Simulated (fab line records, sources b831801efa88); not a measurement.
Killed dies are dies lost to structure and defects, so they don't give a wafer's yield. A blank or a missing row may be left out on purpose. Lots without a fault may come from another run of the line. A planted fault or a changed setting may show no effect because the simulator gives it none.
A struck lot beside a sound one | flow sky130 | 43 steps out of a route of 708
Sound: wafers L321.1, L321.3, L321.5. Struck: wafers L322.1, L322.4, L322.6. The cause comes at the end.
At each step with rows: each side's tool, then ch and its chambers, then its first start. Under that, the readings that differ: sound wafers | struck wafers | difference of the means | sigmas: that difference in standard deviations of wafers without a fault.
alike: readings whose means differ by less than 2 such deviations, and words and numbers that are the same on both sides. not compared: withheld readings, readings that some wafer has no value for, bounds like >300 that may hide the same value, and numbers for which the record gives no deviation and whose values overlap.
The two part at a step that has a row with sigmas, a row that says differs or no value, or rows on one side only. Numbers that don't overlap but have no deviation are shown without sigmas and don't part them. A reading that every wafer of one side lacks parts them only if that side has two wafers or more.

first, 3 steps without rows for these wafers: SKY_SONOS_TUNNEL_EXPOSE_04 (exposes mask TUNM, target cd 410 nm); SKY_SONOS_TUNNEL_PEB_05; SKY_SONOS_TUNNEL_DEVELOP_06 (develop time 60 s).
SKY_SONOS_TUNNEL_CD_MEAS_07: target cd 410 nm.
  sound on cd_sem-01, day 11 17:29; struck on cd_sem-02, day 11 21:53
  alike: cd_nm
SKY_SONOS_TUNNEL_OVL_MEAS_08:
  sound on overlay-01, day 11 17:36; struck on overlay-02, day 11 22:00
  alike: SONOS_TUNNEL_OVL
then, 3 steps without rows for these wafers: SKY_SONOS_TUNNEL_IMPLANT_09; SKY_SONOS_TUNNEL_WET_ETCH_10 (etches SiO2 in dHF, target depth 14 nm, time 280 s); SKY_SONOS_TUNNEL_STRIP_11 (strips in SPM, time 600 s).
SKY_SONOS_TUNNEL_TW_MEAS_12:
  sound on film_metro-01, day 11 18:03; struck on film_metro-03, day 11 22:27
  alike: SONOS_TUNNEL_TW
then, 2 steps without rows for these wafers: SKY_SONOS_TUNNEL_CLEAN_13 (cleans in dHF, time 20 s); SKY_SONOS_ONO_OXIDATION_00 (stabilise 600 s, purge 300 s, target thk 2.6 nm).
SKY_SONOS_ONO_THK_MEAS_01:
  sound on film_metro-03, day 11 20:26; struck on film_metro-02, day 12 00:48
  alike: SONOS_ONO_OXIDATION_THK
SKY_SONOS_ONO_CVD_02: deposits Si3N4 from DCS/NH3, target thk 10.5 nm, time 180 s.
  sound on lpcvd-02 ch 0, day 11 20:29; struck on lpcvd-02 ch 0, day 12 01:30
SKY_SONOS_ONO_THK_MEAS_03:
  sound on film_metro-03, day 11 21:32; struck on film_metro-03, day 12 02:33
  alike: SONOS_ONO_CVD_02_THK
then, 1 step without rows for these wafers: SKY_SONOS_ONO_CVD_04 (deposits SiO2 from SiH4/N2O, target thk 5.7199 nm).
SKY_SONOS_ONO_THK_MEAS_05:
  sound on film_metro-02, day 11 23:28; struck on film_metro-03, day 12 03:52
  alike: SONOS_ONO_CVD_04_THK
then, 7 steps without rows for these wafers: SKY_SONOS_ONO_DEHYDRATE_06 (time 60 s); SKY_SONOS_ONO_HMDS_07 (prime time 60 s); SKY_SONOS_ONO_COAT_08 (resist thk 1140 nm); SKY_SONOS_ONO_SOFTBAKE_09 (time 60 s); SKY_SONOS_ONO_EXPOSE_10 (exposes mask ONOM, target cd 410 nm); SKY_SONOS_ONO_PEB_11; SKY_SONOS_ONO_DEVELOP_12 (develop time 60 s).
SKY_SONOS_ONO_CD_MEAS_13: target cd 410 nm.
  sound on cd_sem-01, day 12 23:59; struck on cd_sem-02, day 13 04:41
  alike: cd_nm
SKY_SONOS_ONO_OVL_MEAS_14:
  sound on overlay-02, day 13 00:07; struck on overlay-02, day 13 04:49
  alike: SONOS_ONO_OVL
SKY_SONOS_ONO_ETCH_15: etches the open film in CHF3/O2, target depth 19.52 nm, time 7.8 s.
  sound on rie_diel-01 ch 1,3, day 13 00:08; struck on rie_diel-02 ch 0,2,3, day 13 04:51
  alike: drypump_motor_current_A, oes_product_au, throttle_valve_pct
  not compared: rf_hours_counter_h
then, 1 step without rows for these wafers: SKY_SONOS_ONO_WET_ETCH_16 (etches SiO2 in dHF, target depth 14 nm, time 280 s).
SKY_SONOS_ONO_STRIP_17: strips in O2/N2.
  sound on plasma_asher-02 ch 0, day 13 00:15; struck on plasma_asher-03 ch 0,1, day 13 04:58
  alike: drypump_motor_current_A, oes_product_au, strip_time_to_endpoint_s
  not compared: rf_hours_counter_h
then, 3 steps without rows for these wafers: SKY_SONOS_ONO_WET_ETCH_18 (etches Si3N4 in H3PO4, target depth 15 nm, time 172 s); SKY_GATE_OXIDE_CLEAN_00 (cleans in SC1/SC2, time 150 s); SKY_GATE_OXIDE_OXIDATION_01 (stabilise 600 s, purge 300 s, target thk 10.268 nm).
SKY_GATE_OXIDE_THK_MEAS_02:
  sound on film_metro-01, day 13 01:52; struck on film_metro-02, day 13 06:35
  alike: GATE_OXIDE_OXIDATION_00_THK
then, 7 steps without rows for these wafers: SKY_GATE_OXIDE_DEHYDRATE_03 (time 60 s); SKY_GATE_OXIDE_HMDS_04 (prime time 60 s); SKY_GATE_OXIDE_COAT_05 (resist thk 1140 nm); SKY_GATE_OXIDE_SOFTBAKE_06 (time 60 s); SKY_GATE_OXIDE_EXPOSE_07 (exposes mask LVOM, target cd 600 nm); SKY_GATE_OXIDE_PEB_08; SKY_GATE_OXIDE_DEVELOP_09 (develop time 60 s).
SKY_GATE_OXIDE_OVL_MEAS_10:
  sound on overlay-02, day 14 02:38; struck on overlay-02, day 14 08:05
  alike: GATE_OXIDE_OVL
then, 2 steps without rows for these wafers: SKY_GATE_OXIDE_IMPLANT_11; SKY_GATE_OXIDE_WET_ETCH_12 (etches SiO2 in dHF, target depth 16.8 nm, time 336 s).
-- the record jumps here: 32 days lie between the struck wafers' starts before and after (it left off in module GATE_OXIDE and takes up again in module PAD_OPEN, whose first step shown is number 708 of the route) --
SKY_PAD_OPEN_PROBE_99:
  the record has rows for the struck wafers here (prober-02, day 46 06:59) and none for the sound ones

WHERE THEY PART
Only at SKY_PAD_OPEN_PROBE_99, within this record.

WHY: what the simulator had put in
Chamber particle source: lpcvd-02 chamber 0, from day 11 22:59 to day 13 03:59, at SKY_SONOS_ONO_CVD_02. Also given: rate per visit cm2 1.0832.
